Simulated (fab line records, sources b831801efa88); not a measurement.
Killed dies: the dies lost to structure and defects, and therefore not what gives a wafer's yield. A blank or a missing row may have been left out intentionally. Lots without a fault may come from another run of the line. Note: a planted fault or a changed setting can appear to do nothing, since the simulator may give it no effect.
What tool caused it? || flow gf180mcu || Sampling: 7 lots, 20 wafers, 2 of 602 route steps

== WHAT EACH GAUGE READ, for each wafer ==
GF_HV_LDD_CD_MEAS_07: the cd target is 400 nm.
{"lot": "L680", "measured": "day 10 18:40", "on": "cd-sem-01", "cd-nm (nm)": "399.7 400.7 400.3"}
{"lot": "L683", "measured": "day 11 17:21", "on": "cd-sem-01", "cd-nm (nm)": "404.9 404.8 404.3"}
{"lot": "L686", "measured": "day 12 15:14", "on": "cd-sem-02", "cd-nm (nm)": "398.9 400.7 398.8"}
{"lot": "L688", "measured": "day 13 02:11", "on": "cd-sem-01", "cd-nm (nm)": "400.6 400.5 400.3"}
{"lot": "L690", "measured": "day 13 14:47", "on": "cd-sem-02", "cd-nm (nm)": "401.1 400.7 400.2"}
{"lot": "L692", "measured": "day 14 12:27", "on": "cd-sem-01", "cd-nm (nm)": "400.3 400.2 400.4"}
{"lot": "L694", "measured": "day 14 21:09", "on": "cd-sem-02", "cd-nm (nm)": "399.4 330.7"}

== TOOL THAT RAN EACH LOT (tool first, then ch and the chambers of the sampled wafers, then the start) ==
{"lot": "L680", "GF_HV_LDD_DEVELOP_06": "litho-track-01 ch 0, day 10 18:31"}
{"lot": "L683", "GF_HV_LDD_DEVELOP_06": "litho-track-01 ch 0, day 11 17:13"}
{"lot": "L686", "GF_HV_LDD_DEVELOP_06": "litho-track-02 ch 0, day 12 15:05"}
{"lot": "L688", "GF_HV_LDD_DEVELOP_06": "litho-track-02 ch 0, day 13 02:02"}
{"lot": "L690", "GF_HV_LDD_DEVELOP_06": "litho-track-02 ch 0, day 13 14:38"}
{"lot": "L692", "GF_HV_LDD_DEVELOP_06": "litho-track-01 ch 0, day 14 12:18"}
{"lot": "L694", "GF_HV_LDD_DEVELOP_06": "litho-track-01 ch 0, day 14 21:00"}
- GF_HV_LDD_DEVELOP_06: develop time 60 s.

== THE ANSWER, worked out from the rows above alone ==
Rule: usual is defined by the lots themselves. Put in order of their means at a reading, lots are off if they are a third of the lots or fewer, leave a main group of 4 or more, and stand apart from it by a gap of 3 or more times the standard deviation of the main group's means; of several such gaps the widest counts. The tables above print the reading to a certain number of digits; a main group whose means all agree to those digits is not used. Also off: a lot with no number at a reading for which 4 or more lots have one. The other lots that the step has rows for count as sound.
Off: L694 (GF_HV_LDD_CD_MEAS_07, cd-nm). Main group: mean 401.0 nm, sd 1.7.
A tool fits if, at a process step before that reading, it ran every lot that is off, and no sound lot after the first of them. The gauges at GF_HV_LDD_CD_MEAS_07 are tried like those tools. 2 tools fit, litho-track-01 at GF_HV_LDD_DEVELOP_06 and cd-sem-02 at GF_HV_LDD_CD_MEAS_07, so this cannot tell which one it is.

== WHAT WAS PUT IN BY THE SIMULATOR ==
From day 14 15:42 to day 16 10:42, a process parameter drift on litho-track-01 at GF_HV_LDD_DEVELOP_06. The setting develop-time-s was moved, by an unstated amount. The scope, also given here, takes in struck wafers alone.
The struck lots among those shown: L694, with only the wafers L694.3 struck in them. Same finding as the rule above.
